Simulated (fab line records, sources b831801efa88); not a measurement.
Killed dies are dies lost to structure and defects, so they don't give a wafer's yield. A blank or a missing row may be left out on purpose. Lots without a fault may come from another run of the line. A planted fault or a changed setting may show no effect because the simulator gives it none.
A struck lot beside a sound one | flow sky130 | 14 steps out of a route of 708
Sound: wafers L961.3, L961.4, L961.5. Struck: wafer L965.1. (L965.3 of the same lot was not struck and is left out.) The cause comes at the end.
At each step with rows: each side's tool, then ch and its chambers, then its first start. Under that, the readings that differ: sound wafers | struck wafers | difference of the means | sigmas: that difference in standard deviations of wafers without a fault.
alike: readings whose means differ by less than 2 such deviations, and words and numbers that are the same on both sides. not compared: withheld readings, readings that some wafer has no value for, bounds like >300 that may hide the same value, and numbers for which the record gives no deviation and whose values overlap.
The two part at a step that has a row with sigmas, a row that says differs or no value, or rows on one side only. Numbers that don't overlap but have no deviation are shown without sigmas and don't part them. A reading that every wafer of one side lacks parts them only if that side has two wafers or more.

SKY_VIA2_CMP_02: polishes SiO2.
  sound on cmp-02 ch 0,2, day 37 02:22; struck on cmp-01 ch 0, day 38 03:51
  alike: motor_current_A
SKY_VIA2_BOW_MEAS_03:
  sound on film_metro-01, day 37 02:43; struck on film_metro-04, day 38 04:06
  alike: VIA2_BOW
then, 8 steps without rows for these wafers: SKY_VIA2_DEHYDRATE_04 (time 60 s); SKY_VIA2_HMDS_05 (prime time 60 s); SKY_VIA2_COAT_06 (resist thk 60 nm); SKY_VIA2_COAT_07 (resist thk 450 nm); SKY_VIA2_SOFTBAKE_08 (time 90 s); SKY_VIA2_EXPOSE_09 (exposes mask VIM2, target cd 200 nm); SKY_VIA2_PEB_10; SKY_VIA2_DEVELOP_11 (develop time 60 s).
SKY_VIA2_CD_MEAS_12: target cd 200 nm.
  sound on cd_sem-01, day 38 04:43; struck on cd_sem-02, day 39 05:07
  reading    | sound             | struck | difference | sigmas
  cd_nm (nm) | 194.7 196.0 197.1 | 201.0  | +5.1       | +3
SKY_VIA2_OVL_MEAS_13:
  sound on overlay-01, day 38 04:48; struck on overlay-02, day 39 05:14
  alike: VIA2_OVL
SKY_VIA2_ETCH_14: etches BARC in N2/H2, stops on SiO2, time 45.9 s, target depth 60 nm.
  sound on rie_diel-02 ch 1,3, day 38 04:50; struck on rie_diel-02 ch 0, day 39 05:16
  reading                                     | sound             | struck | difference | sigmas
  oes_product_au (a.u.)                       | 0.855 0.852 0.850 | 0.923  | +0.071     | +14
  run_length_s (s)                            | 73.9 74.9 73.9    | 70.8   | -3.4       | -7
  model.KrF-thick_of_VIA2_COAT_07.thk_nm (nm) | 391.8 393.1 392   | 397.6  | +5.3       |
  alike: drypump_motor_current_A, throttle_valve_pct
  not compared: rf_hours_counter_h
SKY_VIA2_ETCH_15: etches SiO2 in C4F8/O2/Ar, stops on TiN, target depth 546 nm, time 84 s.
  sound on rie_diel-02 ch 1,3, day 38 04:52; struck on rie_diel-02 ch 0, day 39 05:19
  alike: oes_product_au, run_length_s
  not compared: rf_hours_counter_h

WHERE THEY PART
First at SKY_VIA2_CD_MEAS_12; last, within this record, at SKY_VIA2_ETCH_14. Later steps at which nothing parts them and some readings are alike: SKY_VIA2_ETCH_15.

WHY: what the simulator had put in
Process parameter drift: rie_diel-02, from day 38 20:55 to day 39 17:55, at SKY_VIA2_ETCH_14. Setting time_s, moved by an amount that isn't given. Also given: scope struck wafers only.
